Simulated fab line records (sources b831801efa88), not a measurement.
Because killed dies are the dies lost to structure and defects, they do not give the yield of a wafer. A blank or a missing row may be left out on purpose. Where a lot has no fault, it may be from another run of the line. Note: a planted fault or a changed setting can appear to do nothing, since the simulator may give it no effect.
Split-lot experiment + flow sfq-line + 23 wafers read from 5 lots, route of 325 steps

## ABOUT THE SPLIT
At SFQ_TRILAYER_M5_LITHO_COAT_123 (resist thk 600 nm), the setting spin-rpm was moved away from the recipe's 3000 rpm on 7 of the 23 wafers read, by -5.9% to -3.9%. For the rest of the wafers, this setting stayed at what the recipe calls for.

## FROM THE SPLIT TO THE READING: what the file shows between them, 3 steps
- SFQ_TRILAYER_M5_LITHO_PEB_126: peb time 60 s (also split here: peb-time-s)
- SFQ_TRILAYER_M5_LITHO_DEVELOP_125: time 60 s
- SFQ_TRILAYER_M5_BARC_OPEN_METAL_ETCH_161: etches BARC in O2, target depth 125 nm, time 41.7 s

## THE READING
KrF_of_TRILAYER_M5_LITHO_COAT_123.thk-nm (the simulator's own value, which no gauge read), in nm, at SFQ_TRILAYER_M5_ETCH_METAL_ETCH_126 (etches Nb in Cl2/BCl3, stops on SiO2, time 203.2 s, target depth 265 nm). The file does not state a usual value for it. Average 371.0 nm, standard deviation 3.5 nm, over the 16 wafers here run with the recipe.

| wafer  | tool, chamber at the split | spin-rpm as run, rpm | against the recipe | KrF_of_TRILAYER_M5_LITHO_COAT_123.thk-nm, nm | against lot-mates on the recipe |
|--------|----------------------------|----------------------|--------------------|----------------------------------------------|---------------------------------|
| L075.1 | litho-track-01, 0          | 3000                 | recipe             | 366.1                                        | -                               |
| L075.2 | litho-track-01, 0          | 3000                 | recipe             | 365.1                                        | -                               |
| L075.3 | litho-track-01, 0          | 2824                 | -5.9%              | 383.6                                        | +18.0                           |
| L075.5 | litho-track-01, 0          | 2824                 | -5.9%              | 383.5                                        | +17.9                           |
| L075.6 | litho-track-01, 0          | 2824                 | -5.9%              | 382.1                                        | +16.5                           |
| L080.1 | litho-track-03, 0          | 3000                 | recipe             | 372.9                                        | -                               |
| L080.3 | litho-track-03, 0          | 2883                 | -3.9%              | 382.5                                        | +13.1                           |
| L080.4 | litho-track-03, 0          | 3000                 | recipe             | 368.1                                        | -                               |
| L080.5 | litho-track-03, 0          | 2883                 | -3.9%              | 386.4                                        | +17.0                           |
| L080.6 | litho-track-03, 0          | 3000                 | recipe             | 367.3                                        | -                               |
| L082.1 | litho-track-02, 0          | 3000                 | recipe             | 369.3                                        | -                               |
| L082.2 | litho-track-02, 0          | 3000                 | recipe             | 372.1                                        | -                               |
| L082.4 | litho-track-02, 0          | 3000                 | recipe             | 369.8                                        | -                               |
| L082.5 | litho-track-02, 0          | 3000                 | recipe             | 370.9                                        | -                               |
| L082.6 | litho-track-02, 0          | 3000                 | recipe             | 370                                          | -                               |
| L084.1 | litho-track-03, 0          | 2852                 | -4.9%              | 385.5                                        | +9.7                            |
| L084.2 | litho-track-03, 0          | 3000                 | recipe             | 377.8                                        | -                               |
| L084.4 | litho-track-03, 0          | 2852                 | -4.9%              | 388.3                                        | +12.5                           |
| L084.5 | litho-track-03, 0          | 3000                 | recipe             | 376.1                                        | -                               |
| L084.6 | litho-track-03, 0          | 3000                 | recipe             | 373.6                                        | -                               |
| L085.2 | litho-track-03, 0          | 3000                 | recipe             | 373.7                                        | -                               |
| L085.3 | litho-track-03, 0          | 3000                 | recipe             | 374.2                                        | -                               |
| L085.4 | litho-track-03, 0          | 3000                 | recipe             | 368.9                                        | -                               |

FIT RESULTS
A straight line over all 23 wafers: KrF_of_TRILAYER_M5_LITHO_COAT_123.thk-nm changes by -2.56 nm for each +1% of spin-rpm; r = -0.87; the points scatter about the line by 3.6 nm.
The same after taking each lot's own level away (the mean of its wafers on the recipe; 23 wafers): -2.91 nm for each +1%; r = -0.95; scatter 2.3 nm.
The reading moves by 17 nm for the largest change in spin-rpm, on that fit.
The span of the lots' own levels, 365.60 to 375.83 nm, comes to 3.0 times the standard deviation stated above.
So the lot-to-lot level changes the slope: the two fits differ.
Check: with one of the wafers moved furthest among these (-5.9%) left out of the fit, the line predicts +17 nm for it against its lot-mates. Against them it came out at +18 nm.

## THESE WAFERS: OTHER SPLITS
Note: prior to the reading, these wafers also went through further splits. Each is held against what the fit with the lots' levels taken away leaves over:
| other split on the same wafers                   | wafers away from the commonest value | r with KrF_of_TRILAYER_M5_LITHO_COAT_123.thk-nm (lot level and that fit taken away) |
|--------------------------------------------------|--------------------------------------|-------------------------------------------------------------------------------------|
| SFQ_TRILAYER_I4_VIA_LITHO_COAT_103 spin-rpm      | 8                                    | -0.10                                                                               |
| SFQ_TRILAYER_JJ_TRILAYER_DEP_SPUTTER_109 power-w | 8                                    | -0.20                                                                               |
| SFQ_TRILAYER_JJ_CE_LITHO_COAT_119 resist-thk-nm  | 12                                   | -0.23                                                                               |
| SFQ_TRILAYER_M5_LITHO_PEB_126 peb-time-s         | 8                                    | -0.33                                                                               |

## THE WHOLE CHAIN: every reading that the file lists as answering this split, in the file's order
| step                                | what it does                                                            | reading                                                                                   | change (the file's fit)              | r (the file's) |
|-------------------------------------|-------------------------------------------------------------------------|-------------------------------------------------------------------------------------------|--------------------------------------|----------------|
| SFQ_TRILAYER_M5_LITHO_COAT_123      | resist thk 600 nm                                                       | KrF_of_TRILAYER_M5_LITHO_COAT_123.thk-nm (the simulator's own value, which no gauge read) | -2.98 nm for each +1% of the setting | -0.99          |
| SFQ_TRILAYER_M5_ETCH_METAL_ETCH_126 | etches Nb in Cl2/BCl3, stops on SiO2, time 203.2 s, target depth 265 nm | KrF_of_TRILAYER_M5_LITHO_COAT_123.thk-nm (the simulator's own value, which no gauge read) | -2.92 nm for each +1% of the setting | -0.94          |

## FILE'S OWN FIT
KrF_of_TRILAYER_M5_LITHO_COAT_123.thk-nm changes by -2.92 nm for each +1% of spin-rpm, r = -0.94.
